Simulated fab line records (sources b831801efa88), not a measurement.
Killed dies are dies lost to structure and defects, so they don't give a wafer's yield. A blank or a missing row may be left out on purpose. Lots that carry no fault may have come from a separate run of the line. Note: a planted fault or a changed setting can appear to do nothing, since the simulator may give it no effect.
Problem report in the 8D (eight disciplines) form, filled by code || flow sky130 || the parts of the form that need people (team, actions taken, sign-off) are left out

== 1. THE PROBLEM ==
Wafers without a fault read 22.99 C, standard deviation 0.099; developerTempC at SKY_SD_P_DEVELOP_06 reads a mean of 20.73 C on 6 wafers belonging to 2 lots. That puts it -23 standard deviations away from the usual mean.
The step: develop time 60 s.
First observed at day 28 21:44: wafer L623.1, on lithoTrack-01. Wafers with a number at this step in the record: 42, from 14 lots. Rule for "out", or "out of limits": more than 4 standard deviations from the usual mean. The other wafers with a number count as sound.

== 2. WHAT IT IS, WHAT IT ISN'T ==
{"question": "which readings at this step", "is": "developerTempC", "is not": "-"}
{"question": "which lots", "is": "L623, L624", "is not": "L615, L616, L619, L620, L621, L630, L633, L634, L635, L636, L637, L638"}
{"question": "which wafers of those lots", "is": "all that have a number", "is not": "-"}
{"question": "read on which tools", "is": "lithoTrack-01", "is not": "lithoTrack-03, lithoTrack-04"}
{"question": "when", "is": "from day 28 21:44", "is not": "up to then (15 sound wafers); but 21 sound wafers of L630, L633, L634, L635, L636, L637, L638 came after"}

== 3. SUSPECTS, AND WHAT RULES EACH OUT ==
Counting: any tool at a process step up to the reading is kept as a suspect provided that every lot that is out went through it and no sound lot did after the first of them.
- lithoTrack-01 at SKY_SD_P_DEVELOP_06 (develop time 60 s): ruled out as a lasting fault. Following L623 (day 28 21:44), the first lot on it that is out, the sound lots L637 were run on it.
Left after counting: nothing in the record.

== 4. THE CAUSE (what the simulator had put in) ==
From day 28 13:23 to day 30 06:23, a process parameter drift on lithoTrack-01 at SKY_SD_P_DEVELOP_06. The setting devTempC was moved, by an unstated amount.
Counting ruled it out, wrongly.

== 5. THE EFFECT CHAIN, in route order ==
Each row: a reading where the mean over the struck wafers with a number is more than 3 standard deviations away from the usual. Only readings for which the record gives a usual standard deviation are gone through. hours: the time from each lot's start at the first step in this table that gives one to its start at this step, as a median over the lots. sigmas: the change in usual standard deviations.
{"hours": 0, "step": "SKY_SD_P_DEVELOP_06", "reading": "developerTempC", "usual": "22.99 C", "on struck wafers": 20.73, "change": -2.26, "sigmas": -23}
It contains these process steps:
- SKY_SD_P_DEVELOP_06: develop time 60 s.
Later steps that measure or inspect, where all struck wafers having a row at the step show a number for every such reading and not one has moved that far: SKY_VIA2_BOW_MEAS_03.

== 6. HOW IT WOULD HAVE BEEN CAUGHT EARLIER ==
First out-of-limits reading in this record: day 28 21:44, which is 8 hours after fault onset at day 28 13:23.
